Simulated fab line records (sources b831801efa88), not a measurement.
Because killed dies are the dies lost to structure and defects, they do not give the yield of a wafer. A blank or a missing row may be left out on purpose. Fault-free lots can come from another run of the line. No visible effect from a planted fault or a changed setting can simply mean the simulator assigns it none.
Struck lot and sound lot, side by side | flow sfq_line | 42 out of 325 route steps
Sound: the wafers L665.1, L665.2, L665.4. The struck wafers were L679.3, L679.4, L679.5. The cause is given at the end.
At each step with rows: each side's tool, then ch and its chambers, then its first start. Under that, the readings that differ: sound wafers | struck wafers | difference of the means | sigmas: that difference in standard deviations of wafers without a fault.
alike: a reading whose means differ by less than 2 such deviations, as well as words and numbers matching on both sides. not compared: withheld readings; readings where some wafer has no value; bounds like >300 that might hide an equal value; numbers whose values overlap and for which the record gives no deviation.
A row with sigmas, a row that says differs or no value, or rows on one side alone: a step with any of these is where the two part. Numbers that don't overlap but have no deviation are shown without sigmas and don't part them. A reading that every wafer of one side lacks parts them only if that side has two wafers or more.

SFQ_M1_OVL_MEAS_911:
  struck on overlay-01, day 17 00:25; sound on overlay-02, day 11 21:07
  alike: M1_OVL
then, 2 steps without rows for these wafers: SFQ_TRILAYER_M1_BARC_OPEN_METAL_ETCH_054 (etches BARC in O2, target depth 125 nm, time 41.7 s); SFQ_TRILAYER_M1_ETCH_METAL_ETCH_042 (etches Nb in Cl2/Ar, stops on SiO2, target depth 240 nm, time 120 s).
SFQ_TRILAYER_M1_STRIP_STRIP_043: strips in O2.
  sound on rie_metal-02 ch 0,1, day 11 21:20; struck on rie_metal-02 ch 0,1, day 17 00:49
  alike: chamber_pressure_mTorr, drypump_motor_current_A, oes_product_au
  not compared: rf_hours_counter_h
then, 3 steps without rows for these wafers: SFQ_TRILAYER_M1_STRIP_SOLV_CLEAN_044 (cleans in NMP, time 600 s); SFQ_TRILAYER_I1_DEP_PECVD_045 (deposits SiO2 from SiH4/N2O, time 111.11 s, target thk 500 nm); SFQ_TRILAYER_I1_CMP_CMP_046 (polishes SiO2).
SFQ_I1_BOW_MEAS_912:
  struck on film_metro-02, day 17 04:31; sound on film_metro-02, day 12 01:47
  alike: I1_BOW
then, 4 steps without rows for these wafers: SFQ_TRILAYER_I1_METRO_MEASURE_047; SFQ_TRILAYER_I1_VIA_LITHO_COAT_054 (resist thk 62 nm); SFQ_TRILAYER_I1_VIA_LITHO_COAT_049 (resist thk 650 nm); SFQ_TRILAYER_I1_VIA_LITHO_SOFTBAKE_053.
-- the record jumps here: 5 days lie between the struck wafers' starts before and after --
SFQ_TRILAYER_I1_VIA_LITHO_EXPOSE_050: exposes mask I1, target cd 500 nm.
  sound on krf_scanner-02 ch 0, day 15 14:40; struck on krf_scanner-02 ch 0, day 21 18:19
  alike: mask
then, 2 steps without rows for these wafers: SFQ_TRILAYER_I1_VIA_LITHO_PEB_052 (peb time 60 s); SFQ_TRILAYER_I1_VIA_LITHO_DEVELOP_051 (time 60 s).
SFQ_I1_OVL_MEAS_913:
  struck on overlay-01, day 21 19:25; sound on overlay-02, day 15 16:10
  alike: I1_OVL
SFQ_TRILAYER_I1_VIA_BARC_OPEN_VIA_ETCH_071: etches BARC in O2, target depth 125 nm, time 41.7 s.
  sound on rie_diel-02 ch 0,1,3, day 15 16:11; struck on rie_diel-02 ch 0,3, day 21 19:27
  reading             | sound             | struck            | difference | sigmas
  model.I1.cd_nm (nm) | 500.4 498.5 500.1 | 520.2 537.5 560.3 | +39.7      |
  alike: chamber_pressure_mTorr, drypump_motor_current_A, oes_product_au
  not compared: rf_hours_counter_h
SFQ_TRILAYER_I1_VIA_ETCH_VIA_ETCH_052: etches SiO2 in CHF3, stops on Nb, target depth 260 nm.
  sound on rie_diel-02 ch 0,1,3, day 15 16:14; struck on rie_diel-02 ch 0,3, day 21 19:29
  reading             | sound             | struck            | difference | sigmas
  model.I1.cd_nm (nm) | 495.1 497.4 499.2 | 519.1 537.3 559.4 | +41.4      |
  alike: chamber_pressure_mTorr, drypump_motor_current_A, oes_product_au
then, 3 steps without rows for these wafers: SFQ_TRILAYER_I1_VIA_STRIP_STRIP_053 (strips in O2); SFQ_TRILAYER_I1_VIA_STRIP_SOLV_CLEAN_054 (cleans in NMP, time 600 s); SFQ_TRILAYER_M2_DEP_PRE_CLEAN_056 (time 22.5 s).
SFQ_TRILAYER_M2_DEP_SPUTTER_055: material Nb, target thk 200 nm, time 133.3 s.
  struck on pvd_sputter-06, day 21 21:01; sound on pvd_sputter-05, day 15 17:09
  reading                | sound          | struck         | difference | sigmas
  throttle_valve_pct (%) | 31.9 30.4 30.2 | 29.5 28.9 29.6 | -1.5       | -2
  alike: base_pressure_pa, cathode_dc_power_W
SFQ_M2_RS_MEAS_914: uses a four-point probe to measure.
  struck on film_metro-02, day 21 21:08; sound on film_metro-02, day 15 17:14
  alike: M2_NB_RS
then, 6 steps without rows for these wafers: SFQ_TRILAYER_M2_LITHO_COAT_062 (resist thk 62 nm); SFQ_TRILAYER_M2_LITHO_COAT_057 (resist thk 600 nm); SFQ_TRILAYER_M2_LITHO_SOFTBAKE_061; SFQ_TRILAYER_M2_LITHO_EXPOSE_058 (exposes mask M2, target cd 500 nm); SFQ_TRILAYER_M2_LITHO_PEB_060 (peb time 60 s); SFQ_TRILAYER_M2_LITHO_DEVELOP_059 (time 60 s).
-- the record jumps here: 4 days lie between the struck wafers' starts before and after --
SFQ_M2_OVL_MEAS_916:
  struck on overlay-01, day 26 08:00; sound on overlay-02, day 20 01:31
  alike: M2_OVL
then, 2 steps without rows for these wafers: SFQ_TRILAYER_M2_BARC_OPEN_METAL_ETCH_077 (etches BARC in O2, target depth 125 nm, time 41.7 s); SFQ_TRILAYER_M2_ETCH_METAL_ETCH_060 (etches Nb in Cl2/Ar, stops on SiO2, target depth 240 nm, time 120 s).
SFQ_TRILAYER_M2_STRIP_STRIP_061: strips in O2.
  sound on rie_metal-03 ch 0,1, day 20 01:44; struck on rie_metal-03 ch 0,1, day 26 08:25
  alike: chamber_pressure_mTorr, drypump_motor_current_A, oes_product_au
  not compared: rf_hours_counter_h
then, 2 steps without rows for these wafers: SFQ_TRILAYER_M2_STRIP_SOLV_CLEAN_062 (cleans in NMP, time 600 s); SFQ_TRILAYER_I2_DEP_PECVD_063 (deposits SiO2 from SiH4/N2O, time 111.11 s, target thk 500 nm).
SFQ_TRILAYER_I2_CMP_CMP_064: polishes SiO2.
  sound on cmp-02 ch 1,2,3, day 20 10:31; struck on cmp-01 ch 1,2,3, day 26 15:37
  alike: motor_current_A, time_to_endpoint_s
SFQ_I2_BOW_MEAS_917:
  struck on film_metro-04, day 26 18:40; sound on film_metro-02, day 20 13:01
  alike: I2_BOW
SFQ_TRILAYER_I2_METRO_MEASURE_065:
  struck on film_metro-04, day 26 19:08; sound on film_metro-02, day 20 13:08
  alike: thk_nm
then, 3 steps without rows for these wafers: SFQ_TRILAYER_I2_VIA_LITHO_COAT_072 (resist thk 62 nm); SFQ_TRILAYER_I2_VIA_LITHO_COAT_067 (resist thk 650 nm); SFQ_TRILAYER_I2_VIA_LITHO_SOFTBAKE_071.
-- the record jumps here: 67 days lie between the struck wafers' starts before and after --
SFQ_M8_BOW_MEAS_951:
  struck on film_metro-01, day 93 18:43; sound on film_metro-02, day 83 12:18
  reading                 | sound             | struck           | difference | sigmas
  model.etest.i1.link_ohm | 1.977 1.966 1.974 | 1.953 1.96 1.957 | -0.016     |
  alike: M8_BOW

## WHERE THEY PART
SFQ_TRILAYER_M2_DEP_SPUTTER_055 only, going by this record. Later steps at which nothing parts them and some readings are alike: SFQ_M2_RS_MEAS_914, SFQ_M2_OVL_MEAS_916, SFQ_TRILAYER_M2_STRIP_STRIP_061, SFQ_TRILAYER_I2_CMP_CMP_064, SFQ_I2_BOW_MEAS_917, SFQ_TRILAYER_I2_METRO_MEASURE_065, SFQ_M8_BOW_MEAS_951.

WHY: what had been put in by the simulator
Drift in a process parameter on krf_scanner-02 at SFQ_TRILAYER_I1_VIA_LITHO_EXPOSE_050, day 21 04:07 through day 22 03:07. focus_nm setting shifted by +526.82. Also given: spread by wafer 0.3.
